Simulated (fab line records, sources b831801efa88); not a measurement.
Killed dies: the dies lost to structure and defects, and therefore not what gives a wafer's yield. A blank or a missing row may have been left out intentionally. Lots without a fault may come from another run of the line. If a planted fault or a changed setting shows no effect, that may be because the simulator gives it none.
fab line records	flow sky130
record: lots: 11	wafers: 33	lastDay: 49
route steps=708 shown POLY_CUT@317 SD_N@349 SD_P@359 RES_XHIGH@360 PAD_OPEN@708
lots that met no fault: taken from a fault-free run of the same line
startH: start of the lot's first displayed wafer, in hours after the record's first day	waitH: hours from the lot's prior step to this one	" repeats the value in the row above	L1.1+2: a row that stands for several wafers	- no value, or no start given	* or withheld: withheld	< > ~ a bound
route shown NAME@n: names a module that has steps shown in the file, with the first one's number in the route	usual: mean and standard deviation over wafers with no fault	same: alike in all rows	chamber/n: place in a boat	sites: readings site by site	_std_site: how widely they spread, as a standard deviation	_edge_site: mean of outer sites minus mean of inner sites	radiusMm: for every site, how far away it sits from the centre of the wafer	mask NAME#n: copy n	behind: the last tool/chamber to shape the wafer	hold: why the lot went on hold/how many hours it stayed there/how the hold came to an end	device: the transistor (n, p or np) that didn't switch	end of line: tests of these same wafers at the route's end	a step given without rows: its recipe and nothing more	killed: the dies lost at the first sort to structure and to defects; this is not the yield of the wafer	map: dies across one wafer; x = killed, . = not, _ = none there
set.NAME: the setting that was run; set.NAME@STEP: the one run at that earlier step	model.NAME: the simulator's own value behind a step, which no gauge read
one table for each step of the route and one row for each wafer, over a sample of lots
services: a tool's chamber out of use, with start hour (startH, from the record's first day; less than 0 if before it), hours out, and reason
== steps ==
step: SKY_POLY_CUT_ETCH_10
recipe: chemistry: N2/H2	target: BARC	ionEnergyEv: 200	sourceW: 500	biasW: 100	pressureMtorr: 30	n2FlowSccm: 100	h2FlowSccm: 200	stopOn: SiO2	timeS: 45.9	targetDepthA: 600
usual: drypumpMotorCurrentA: 5.6/0.43	oesProductAu: 0.854/0.0047	throttleValvePct: 13.225/0.0087
lot.wafer	tool	chamber	startH	waitH	drypumpMotorCurrentA	oesProductAu	rfHoursCounterH	throttleValvePct
L760.2	rieDiel-04	3	554.08	0.0	5.3	0.850	11	13.230
L760.5	"	2	"	"	5.5	0.856	-	13.232
L760.6	"	1	"	"	4.7	0.859	-	13.221
L762.3	rieDiel-02	3	574.98	0.0	5.9	0.858	14	13.218
L762.4	"	1	"	"	5.5	0.854	9	13.224
L762.5	"	0	"	"	5.2	0.859	-	13.225
L764.4	rieDiel-02	1	608.46	0.0	5.5	0.856	10	13.225
L764.5	"	1	"	"	5.5	0.850	-	13.236
L764.6	"	2	"	"	5.7	0.852	-	13.219
L766.2	rieDiel-04	0	629.68	0.0	6.3	0.855	6	13.222
L766.5	"	2	"	"	5.5	0.852	-	13.220
L766.6	"	1	"	"	4.8	0.854	-	13.220
L769.3	rieDiel-01	3	637.61	0.0	6.0	0.857	11	13.223
L769.5	"	1	"	"	5.8	0.853	-	13.223
L769.6	"	2	"	"	6.2	0.854	-	13.221
L770.1	rieDiel-01	0	647.93	0.0	5.3	0.857	3	13.228
L770.5	"	0	"	"	5.2	0.858	-	13.242
L770.6	"	1	"	"	5.8	0.848	-	13.230
L771.2	rieDiel-04	1	663.03	0.0	4.7	0.854	60	13.212
L771.4	"	0	"	"	6.3	0.860	7	13.226
L771.5	"	2	"	"	5.5	0.863	-	13.233
L772.1	rieDiel-04	0	666.13	0.0	6.3	0.855	7	13.221
L772.3	"	2	"	"	5.5	0.857	7	13.216
L772.6	"	3	"	"	5.3	0.849	-	13.223
L773.1	rieDiel-01	0	676.86	0.0	5.2	0.848	3	13.234
L773.2	"	2	"	"	6.2	0.859	26	13.221
L773.4	"	1	"	"	5.8	0.856	8	13.216
L778.1	rieDiel-01	3	708.31	0.0	5.9	0.852	12	13.238
L778.5	"	3	"	"	6.0	0.847	-	13.223
L778.6	"	0	"	"	5.3	0.843	-	13.233
L780.3	rieDiel-04	1	723.11	0.0	4.7	0.863	0	13.221
L780.5	"	2	"	"	5.5	0.858	-	13.211
L780.6	"	3	"	"	5.3	0.854	-	13.216
step: SKY_SD_N_CD_MEAS_07
recipe: targetCdNm: 380
usual: cdNm: 380/3.4
lot.wafer	tool	chamber	startH	waitH	cdNm
L760.2	cdSem-02	-	642.33	0.1	381
L760.5	"	-	"	"	381
L760.6	"	-	"	"	380
L762.3	cdSem-01	-	661.76	0.1	376
L762.4	"	-	"	"	376
L762.5	"	-	"	"	376
L764.4	cdSem-02	-	694.12	0.1	384
L764.5	"	-	"	"	385
L764.6	"	-	"	"	383
L766.2	cdSem-02	-	712.38	0.1	380
L766.5	"	-	"	"	378
L766.6	"	-	"	"	378
L769.3	cdSem-01	-	721.39	0.1	376
L769.5	"	-	"	"	377
L769.6	"	-	"	"	374
L770.1	cdSem-02	-	732.52	0.1	378
L770.5	"	-	"	"	377
L770.6	"	-	"	"	378
L771.2	cdSem-02	-	745.73	0.1	378
L771.4	"	-	"	"	381
L771.5	"	-	"	"	381
L772.1	cdSem-01	-	749.96	0.1	381
L772.3	"	-	"	"	382
L772.6	"	-	"	"	384
L773.1	cdSem-01	-	760.26	0.1	380
L773.2	"	-	"	"	380
L773.4	"	-	"	"	380
L778.1	cdSem-02	-	790.66	0.1	373
L778.5	"	-	"	"	374
L778.6	"	-	"	"	378
L780.3	cdSem-02	-	803.00	0.1	385
L780.5	"	-	"	"	387
L780.6	"	-	"	"	385
step: SKY_SD_N_OVL_MEAS_08
usual: SD_N_OVL: -0.9/1.4
lot.wafer	tool	chamber	startH	waitH	SD_N_OVL[nm]
L760.2	overlay-02	-	642.43	0.1	-2.4
L760.5	"	-	"	"	-3.2
L760.6	"	-	"	"	-3.0
L762.3	overlay-02	-	661.85	0.1	-2.6
L762.4	"	-	"	"	-3.4
L762.5	"	-	"	"	-3.8
L764.4	overlay-02	-	694.20	0.1	-0.8
L764.5	"	-	"	"	-2.3
L764.6	"	-	"	"	-3.1
L766.2	overlay-01	-	712.48	0.1	0.4
L766.5	"	-	"	"	-1.3
L766.6	"	-	"	"	2.0
L769.3	overlay-01	-	721.48	0.1	0.2
L769.5	"	-	"	"	0.8
L769.6	"	-	"	"	-0.6
L770.1	overlay-02	-	732.64	0.1	-0.4
L770.5	"	-	"	"	1.3
L770.6	"	-	"	"	1.1
L771.2	overlay-02	-	745.83	0.1	-0.3
L771.4	"	-	"	"	-0.4
L771.5	"	-	"	"	-1.1
L772.1	overlay-01	-	750.08	0.1	-0.7
L772.3	"	-	"	"	-1.6
L772.6	"	-	"	"	-0.2
L773.1	overlay-02	-	760.38	0.1	-0.8
L773.2	"	-	"	"	-1.1
L773.4	"	-	"	"	-0.9
L778.1	overlay-01	-	790.78	0.1	-3.2
L778.5	"	-	"	"	-2.7
L778.6	"	-	"	"	-1.9
L780.3	overlay-02	-	803.09	0.1	-2.0
L780.5	"	-	"	"	-2.6
L780.6	"	-	"	"	-0.4
step: SKY_SD_N_RTA_14
recipe: tempC: 1075	timeS: 2	idleTempC: 650	rampUpCPerS: 150	rampDownCPerS: 90	ambient: N2
usual: lampPowerPct: 15.74/0.053	wafer_temp_C_max: 1078.1/1.4
lot.wafer	tool	chamber	startH	waitH	lampPowerPct	wafer_temp_C_max
L760.2	rtpAnneal-02	0	642.99	0.0	15.67	1077.3
L760.5	"	0	"	"	15.77	1077.1
L760.6	"	0	"	"	15.78	1080.8
L762.3	rtpAnneal-02	0	662.41	0.0	15.77	1077.6
L762.4	"	0	"	"	15.81	1077.5
L762.5	"	0	"	"	15.65	1077.3
L764.4	rtpAnneal-02	0	694.75	0.0	15.70	1079.0
L764.5	"	0	"	"	15.74	1078.9
L764.6	"	0	"	"	15.77	1078.5
L766.2	rtpAnneal-01	0	713.12	0.0	15.77	1077.5
L766.5	"	0	"	"	15.81	1077.9
L766.6	"	0	"	"	15.70	1077.5
L769.3	rtpAnneal-01	0	722.03	0.0	15.68	1080.4
L769.5	"	0	"	"	15.74	1079.2
L769.6	"	0	"	"	15.68	1077.0
L770.1	rtpAnneal-02	0	733.20	0.0	15.77	1078.3
L770.5	"	0	"	"	15.80	1080.3
L770.6	"	0	"	"	15.77	1077.7
L771.2	rtpAnneal-01	0	746.38	0.0	16.79	1126.0
L771.4	"	0	"	"	16.68	1121.8
L771.5	"	0	"	"	16.76	1121.3
L772.1	rtpAnneal-02	0	750.62	0.0	15.78	1076.8
L772.3	"	0	"	"	15.79	1078.8
L772.6	"	0	"	"	15.73	1079.8
L773.1	rtpAnneal-01	0	760.92	0.0	16.89	1125.3
L773.2	"	0	"	"	16.71	1119.7
L773.4	"	0	"	"	16.75	1120.1
L778.1	rtpAnneal-02	0	791.40	0.0	15.75	1077.0
L778.5	"	0	"	"	15.69	1077.7
L778.6	"	0	"	"	15.78	1078.2
L780.3	rtpAnneal-02	0	803.65	0.0	15.73	1076.5
L780.5	"	0	"	"	15.77	1076.2
L780.6	"	0	"	"	15.67	1078.4
step: SKY_SD_N_RS_MEAS_16
recipe: thkMeasGauge: four-point-probe
usual: SD_N_RS: 68.64/0.11
lot.wafer	tool	chamber	startH	waitH	SD_N_RS[ohm/sq]
L760.2	filmMetro-01	-	643.18	0.1	68.84
L760.5	"	-	"	"	68.65
L760.6	"	-	"	"	68.72
L762.3	filmMetro-02	-	662.61	0.1	68.58
L762.4	"	-	"	"	68.48
L762.5	"	-	"	"	68.82
L764.4	filmMetro-01	-	694.96	0.1	68.66
L764.5	"	-	"	"	68.79
L764.6	"	-	"	"	68.62
L766.2	filmMetro-02	-	713.30	0.1	68.72
L766.5	"	-	"	"	68.68
L766.6	"	-	"	"	68.60
L769.3	filmMetro-01	-	722.23	0.1	68.70
L769.5	"	-	"	"	68.70
L769.6	"	-	"	"	68.52
L770.1	filmMetro-01	-	733.43	0.1	68.66
L770.5	"	-	"	"	68.76
L770.6	"	-	"	"	68.67
L771.2	filmMetro-02	-	746.57	0.1	60.57
L771.4	"	-	"	"	60.68
L771.5	"	-	"	"	60.46
L772.1	filmMetro-02	-	750.80	0.1	68.71
L772.3	"	-	"	"	68.68
L772.6	"	-	"	"	68.68
L773.1	filmMetro-01	-	761.10	0.1	60.36
L773.2	"	-	"	"	60.33
L773.4	"	-	"	"	60.46
L778.1	filmMetro-02	-	791.68	0.1	68.52
L778.5	"	-	"	"	68.64
L778.6	"	-	"	"	68.59
L780.3	filmMetro-01	-	803.84	0.1	68.74
L780.5	"	-	"	"	68.80
L780.6	"	-	"	"	68.71
step: SKY_SD_N_RS_MEAS_17
recipe: thkMeasGauge: four-point-probe
usual: SD_P_RS: 147.3/0.34
lot.wafer	tool	chamber	startH	waitH	SD_P_RS[ohm/sq]
L760.2	filmMetro-01	-	643.30	0.1	147.3
L760.5	"	-	"	"	147.5
L760.6	"	-	"	"	147.5
L762.3	filmMetro-02	-	662.73	0.1	147.0
L762.4	"	-	"	"	147.3
L762.5	"	-	"	"	146.9
L764.4	filmMetro-01	-	695.08	0.1	147.5
L764.5	"	-	"	"	147.5
L764.6	"	-	"	"	147.3
L766.2	filmMetro-02	-	713.42	0.1	147.9
L766.5	"	-	"	"	147.3
L766.6	"	-	"	"	147.1
L769.3	filmMetro-01	-	722.35	0.1	147.6
L769.5	"	-	"	"	147.6
L769.6	"	-	"	"	146.9
L770.1	filmMetro-01	-	733.55	0.1	147.3
L770.5	"	-	"	"	147.6
L770.6	"	-	"	"	147.4
L771.2	filmMetro-02	-	746.69	0.1	107.8
L771.4	"	-	"	"	108.2
L771.5	"	-	"	"	108.1
L772.1	filmMetro-02	-	750.92	0.1	148.0
L772.3	"	-	"	"	147.6
L772.6	"	-	"	"	147.7
L773.1	filmMetro-01	-	761.22	0.1	107.7
L773.2	"	-	"	"	107.5
L773.4	"	-	"	"	107.7
L778.1	filmMetro-02	-	791.80	0.1	147.0
L778.5	"	-	"	"	147.5
L778.6	"	-	"	"	147.3
L780.3	filmMetro-01	-	803.96	0.1	147.6
L780.5	"	-	"	"	147.1
L780.6	"	-	"	"	146.9
step: SKY_SD_N_RS_MEAS_18
recipe: thkMeasGauge: four-point-probe
usual: RES_XHIGH_RS: 333.9/1.3
lot.wafer	tool	chamber	startH	waitH	RES_XHIGH_RS[ohm/sq]
L760.2	filmMetro-01	-	643.42	0.1	333.1
L760.5	"	-	"	"	333.9
L760.6	"	-	"	"	333.5
L762.3	filmMetro-02	-	662.85	0.1	333.8
L762.4	"	-	"	"	333.5
L762.5	"	-	"	"	333.2
L764.4	filmMetro-01	-	695.20	0.1	333.4
L764.5	"	-	"	"	333.2
L764.6	"	-	"	"	334.1
L766.2	filmMetro-02	-	713.54	0.1	333.8
L766.5	"	-	"	"	334.3
L766.6	"	-	"	"	335.0
L769.3	filmMetro-01	-	722.47	0.1	334.7
L769.5	"	-	"	"	333.6
L769.6	"	-	"	"	333.0
L770.1	filmMetro-01	-	733.67	0.1	335.4
L770.5	"	-	"	"	333.7
L770.6	"	-	"	"	334.2
L771.2	filmMetro-02	-	746.81	0.1	329.1
L771.4	"	-	"	"	329.1
L771.5	"	-	"	"	329.4
L772.1	filmMetro-02	-	751.04	0.1	334.5
L772.3	"	-	"	"	334.7
L772.6	"	-	"	"	335.7
L773.1	filmMetro-01	-	761.34	0.1	328.5
L773.2	"	-	"	"	327.9
L773.4	"	-	"	"	328.5
L778.1	filmMetro-02	-	791.92	0.1	333.3
L778.5	"	-	"	"	332.2
L778.6	"	-	"	"	332.6
L780.3	filmMetro-01	-	804.08	0.1	331.3
L780.5	"	-	"	"	331.4
L780.6	"	-	"	"	331.9
step: SKY_PAD_OPEN_PROBE_99
usual: killed_at_M0_to_M3: 42/7.1	killed_at_M4_up: 3.3/1.9	killedAtContacts: 24/5	killedAtFrontEnd: 15/4.7	killedAtOther: 0.3/0.61	killedDies: 86/9.6	killedOpen: 47/7.5	killedShort: 38/6.6
same: grossDies: 492	killedAtBackSide: 0
lot.wafer	tool	chamber	startH	waitH	killed_at_M0_to_M3	killed_at_M4_up	killedAtContacts	killedAtFrontEnd	killedAtOther	killedDies	killedOpen	killedShort
L773.1	prober-01	-	1157.05	0.1	38	7	14	15	0	74	47	25
L773.2	prober-01	-	1157.10	0.1	37	3	18	15	0	73	38	34
L773.4	prober-01	-	1157.20	0.2	33	3	21	20	0	77	41	35
L778.1	prober-02	-	1179.25	0.1	35	0	28	21	0	84	51	33
L778.6	prober-02	-	1179.50	0.2	33	3	26	19	0	81	43	38
L780.5	prober-02	-	1184.62	0.2	36	2	20	18	0	76	36	37
L780.6	prober-02	-	1184.67	0.2	39	3	18	7	0	67	39	27
killed by level:class
L773.1 VIA1:geometricParticle:open=13 VIA2:geometricParticle:open=9 LI_CONTACT:geometricParticle:open=7 FIELD_ISO:geometricParticle:short=5 FIELD_ISO:geometricParticle:open=4 POLY_GATE:geometricParticle:open=4 METAL4:geometricParticle:short=3 CONTACT:geometricParticle:short=3
L773.2 METAL1:geometricParticle:short=9 LI_CONTACT:geometricParticle:open=8 VIA1:geometricParticle:open=8 VIA2:geometricParticle:open=7 CONTACT:geometricParticle:open=5 FIELD_ISO:geometricParticle:short=4 POLY_GATE:geometricParticle:open=4 FIELD_ISO:geometricParticle:open=3
L773.4 LI_CONTACT:geometricParticle:open=10 FIELD_ISO:geometricParticle:short=7 VIA2:geometricParticle:open=7 VIA1:geometricParticle:open=6 FIELD_ISO:geometricParticle:open=5 LI_CONTACT:geometricParticle:short=5 METAL1:geometricParticle:short=4 VIA1:geometricParticle:short=4
L778.1 CONTACT:geometricParticle:open=10 VIA1:geometricParticle:open=8 LI_CONTACT:geometricParticle:open=8 POLY_GATE:geometricParticle:open=7 VIA3:geometricParticle:open=7 METAL2:geometricParticle:short=5 FIELD_ISO:geometricParticle:open=4 LOCAL_INTERCONNECT:geometricParticle:short=4
L778.6 LI_CONTACT:geometricParticle:open=9 CONTACT:geometricParticle:open=8 METAL2:geometricParticle:short=7 VIA3:geometricParticle:open=7 VIA1:geometricParticle:open=6 FIELD_ISO:geometricParticle:short=5 FIELD_ISO:geometricParticle:open=4 CONTACT:geometricParticle:short=4
L780.5 METAL2:geometricParticle:short=7 LI_CONTACT:geometricParticle:open=7 CONTACT:geometricParticle:open=7 VIA1:geometricParticle:short=7 FIELD_ISO:geometricParticle:short=5 VIA3:geometricParticle:open=5 POLY_GATE:geometricParticle:short=4 VIA1:geometricParticle:open=4
L780.6 CONTACT:geometricParticle:open=7 VIA2:geometricParticle:open=7 VIA3:geometricParticle:open=6 VIA1:geometricParticle:open=6 METAL1:geometricParticle:short=5 LI_CONTACT:geometricParticle:open=5 LOCAL_INTERCONNECT:geometricParticle:short=3 VIA3:geometricParticle:short=3
== services ==
tool	chamber	startH	hours	kind
rieDiel-02	0	547.33	-	clean
rieDiel-02	0	547.33	12.7	scheduledDown
rieDiel-02	0	547.33	12.7	ventCycle
rtpAnneal-02	-	580.58	3.4	pm
rieDiel-01	0	580.98	8.6	repair
rieDiel-01	1	612.01	3.2	repair
rieDiel-01	2	612.99	7.9	repair
rieDiel-02	0	627.39	3.4	repair
rieDiel-01	-	651.72	25.0	repair
rieDiel-01	3	674.56	1.4	repair
rieDiel-04	1	680.96	-	clean
rieDiel-04	1	680.96	33.6	scheduledDown
rieDiel-04	1	680.96	33.6	ventCycle
rieDiel-02	-	694.55	2.8	pm
rieDiel-02	1	697.55	4.6	repair
rieDiel-02	-	700.69	0.7	repair
rieDiel-02	1	704.31	14.4	repair
rieDiel-04	-	719.38	2.8	pm
rieDiel-01	-	725.40	2.8	pm
rieDiel-02	1	735.44	4.7	repair
rieDiel-04	3	742.60	4.6	repair
rieDiel-01	1	783.15	8.6	repair
rieDiel-04	-	790.76	0.5	repair
rtpAnneal-01	-	796.25	2.9	pm
== key ==
firstSign: step: SKY_SD_N_RTA_14	reading: wafer_temp_C_max	direction: up	sigmas: 32	usual: *	struck: *
effect: step: SKY_SD_N_RTA_14	reading: lampPowerPct	direction: up	sigmas: 19	usual: 15.74	struck: 16.76
effect: step: SKY_SD_N_RS_MEAS_16	reading: SD_N_RS	direction: down	sigmas: 73	usual: 68.64	struck: 60.48
effect: step: SKY_SD_N_RS_MEAS_17	reading: SD_P_RS	direction: down	sigmas: 99+	usual: 147.3	struck: 107.8
effect: step: SKY_SD_N_RS_MEAS_18	reading: RES_XHIGH_RS	direction: down	sigmas: 3.9	usual: 333.9	struck: 328.8
metAt SKY_SD_N_RTA_14
struckLots L771,L773
testerLeftOut L771,L773
notActingAt SKY_POLY_CUT_ETCH_10,SKY_SD_N_CD_MEAS_07,SKY_SD_N_OVL_MEAS_08
onsetBetween 722.03 746.38
fault: kind: processParameterDrift	tool: rtpAnneal-01	chamber: -	onsetH: 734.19	steps: SKY_SD_N_RTA_14	channel: tempC	offset: *	shape: step	endH: 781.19	actsIn: *	stated: *
testerLeftOut: of these lots the tester's yield and bins aren't shown, on N5 and GAA mostly nor the transistor test; their killed dies are dies lost to structure and defects alone, not to doping, threshold or leakage, so they don't give the yield
